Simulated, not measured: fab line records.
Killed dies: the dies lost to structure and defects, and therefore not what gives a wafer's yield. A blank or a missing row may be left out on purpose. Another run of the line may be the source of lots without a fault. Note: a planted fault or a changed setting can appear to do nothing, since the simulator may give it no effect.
What tool caused it? + flow gf180mcu + 13 lots, 39 wafers sampled, at 4 steps of a route of 602

WHAT THE GAUGES SHOWED, per wafer
GF_V1_OVL_MEAS_15.
| lot  | measured     | on         | V1_OVL (nm) |
|------|--------------|------------|-------------|
| L903 | day 18 07:12 | overlay-01 | 1 13 7      |
| L904 | day 18 18:48 | overlay-02 | -2 -4 -2    |
| L905 | day 18 22:34 | overlay-02 | 1 -9 -4     |
| L908 | day 19 23:19 | overlay-01 | 0 1 -7      |
| L909 | day 20 11:04 | overlay-02 | 0 5 -1      |
| L910 | day 20 16:40 | overlay-02 | -13 -10 -12 |
| L913 | day 21 19:19 | overlay-02 | -1 10 0     |
| L918 | day 23 11:27 | overlay-01 | -13 -12 -8  |
| L921 | day 24 16:07 | overlay-02 | -1 8 9      |
| L922 | day 24 22:20 | overlay-01 | -7 -1 1     |
| L924 | day 25 10:49 | overlay-02 | -9 3 6      |
| L925 | day 25 19:40 | overlay-01 | 0 1 -3      |
| L926 | day 26 07:16 | overlay-02 | -5 -5 -8    |

GF_V3_BOW_MEAS_05.
| lot  | measured     | on            | V3_BOW (um) |
|------|--------------|---------------|-------------|
| L903 | day 21 14:37 | film-metro-01 | 114 129 115 |
| L904 | day 22 01:20 | film-metro-04 | 124 131 126 |
| L905 | day 22 05:17 | film-metro-04 | 114 116 115 |
| L908 | day 23 03:17 | film-metro-01 | 104 122 123 |
| L909 | day 23 15:24 | film-metro-04 | 120 121 118 |
| L910 | day 23 20:53 | film-metro-04 | 107 130 119 |
| L913 | day 24 21:31 | film-metro-01 | 114 119 120 |
| L918 | day 26 10:57 | film-metro-01 | 107 113 113 |
| L921 | day 27 13:23 | film-metro-01 | 117 128 121 |
| L922 | day 27 18:29 | film-metro-01 | 127 114 131 |
| L924 | day 28 06:01 | film-metro-02 | 116 121 128 |
| L925 | day 28 16:04 | film-metro-04 | 127 120 118 |
| L926 | day 29 01:40 | film-metro-02 | 135 130 128 |

WHAT TOOL EACH LOT RAN ON (gives the tool, then ch and the chambers of the sampled wafers, and finally the start)
| lot  | GF_MVSD_EXPOSE_04                  | GF_M3_SPUTTER_01             |
|------|------------------------------------|------------------------------|
| L903 | iline-stepper-02 ch 0, day 4 06:05 | pvd-sputter-02, day 20 13:14 |
| L904 | iline-stepper-01 ch 0, day 4 10:38 | pvd-sputter-02, day 20 23:49 |
| L905 | iline-stepper-02 ch 0, day 4 16:32 | pvd-sputter-04, day 21 04:02 |
| L908 | iline-stepper-02 ch 0, day 5 08:44 | pvd-sputter-02, day 22 03:18 |
| L909 | iline-stepper-02 ch 0, day 5 12:47 | pvd-sputter-04, day 22 15:07 |
| L910 | iline-stepper-02 ch 0, day 5 19:34 | pvd-sputter-04, day 22 20:40 |
| L913 | iline-stepper-01 ch 0, day 6 11:14 | pvd-sputter-03, day 23 22:15 |
| L918 | iline-stepper-02 ch 0, day 7 16:49 | pvd-sputter-02, day 25 11:55 |
| L921 | iline-stepper-01 ch 0, day 8 09:27 | pvd-sputter-04, day 26 15:41 |
| L922 | iline-stepper-01 ch 0, day 8 15:42 | pvd-sputter-04, day 26 21:22 |
| L924 | iline-stepper-02 ch 0, day 9 03:30 | pvd-sputter-02, day 27 08:35 |
| L925 | iline-stepper-02 ch 0, day 9 08:40 | pvd-sputter-02, day 27 18:32 |
| L926 | iline-stepper-02 ch 0, day 9 18:22 | pvd-sputter-04, day 28 04:55 |
- GF_MVSD_EXPOSE_04: exposes mask MVSD, target cd 1000 nm.
- GF_M3_SPUTTER_01: material TiN, target thk 30 nm, time 25 s.

AS READ BY THE TOOLS THEMSELVES (means over the sampled wafers that have a number; for cases with no such wafer, the mark the record gives instead)
GF_MVSD_EXPOSE_04.
| lot  | tool             | reticle-temp-C (C) |
|------|------------------|--------------------|
| L903 | iline-stepper-02 | 22.90              |
| L904 | iline-stepper-01 | 22.84              |
| L905 | iline-stepper-02 | 22.97              |
| L908 | iline-stepper-02 | 22.84              |
| L909 | iline-stepper-02 | 22.99              |
| L910 | iline-stepper-02 | 22.91              |
| L913 | iline-stepper-01 | 22.92              |
| L918 | iline-stepper-02 | 23.02              |
| L921 | iline-stepper-01 | 22.93              |
| L922 | iline-stepper-01 | 23.03              |
| L924 | iline-stepper-02 | 23.22              |
| L925 | iline-stepper-02 | 23.04              |
| L926 | iline-stepper-02 | 22.98              |

GF_M3_SPUTTER_01.
| lot  | tool           | throttle-valve-pct (%) |
|------|----------------|------------------------|
| L903 | pvd-sputter-02 | 30.4                   |
| L904 | pvd-sputter-02 | 30.2                   |
| L905 | pvd-sputter-04 | 29.1                   |
| L908 | pvd-sputter-02 | 30.5                   |
| L909 | pvd-sputter-04 | 28.5                   |
| L910 | pvd-sputter-04 | 29.3                   |
| L913 | pvd-sputter-03 | 29.9                   |
| L918 | pvd-sputter-02 | 30.1                   |
| L921 | pvd-sputter-04 | 29.3                   |
| L922 | pvd-sputter-04 | 29.1                   |
| L924 | pvd-sputter-02 | 30.2                   |
| L925 | pvd-sputter-02 | 30.6                   |
| L926 | pvd-sputter-04 | 30.2                   |

THE ANSWER, worked out from the rows above alone
Rule: the usual values come from the lots themselves. The widest of any qualifying gaps counts: lots, ordered by their means at a reading, are off when they make up no more than a third of the lots, leave a main group of 4 or more, and stand apart from it by 3 or more times the standard deviation of that group's means. Not used: any main group whose means are identical at the precision the tables above print for the reading. Also off: a lot with no number at a reading for which 4 or more lots have one. The other lots that the step has rows for count as sound. Order of review: gauges by route order, followed by the tools' own readings, for which a lot's mean as printed above is used. At the first step where some lot is off, the reading lying furthest off is the one used; lots without a number count as furthest.
None of the lots is off at any reading shown; this tells nothing.

WHAT THE SIMULATOR HAD PUT IN
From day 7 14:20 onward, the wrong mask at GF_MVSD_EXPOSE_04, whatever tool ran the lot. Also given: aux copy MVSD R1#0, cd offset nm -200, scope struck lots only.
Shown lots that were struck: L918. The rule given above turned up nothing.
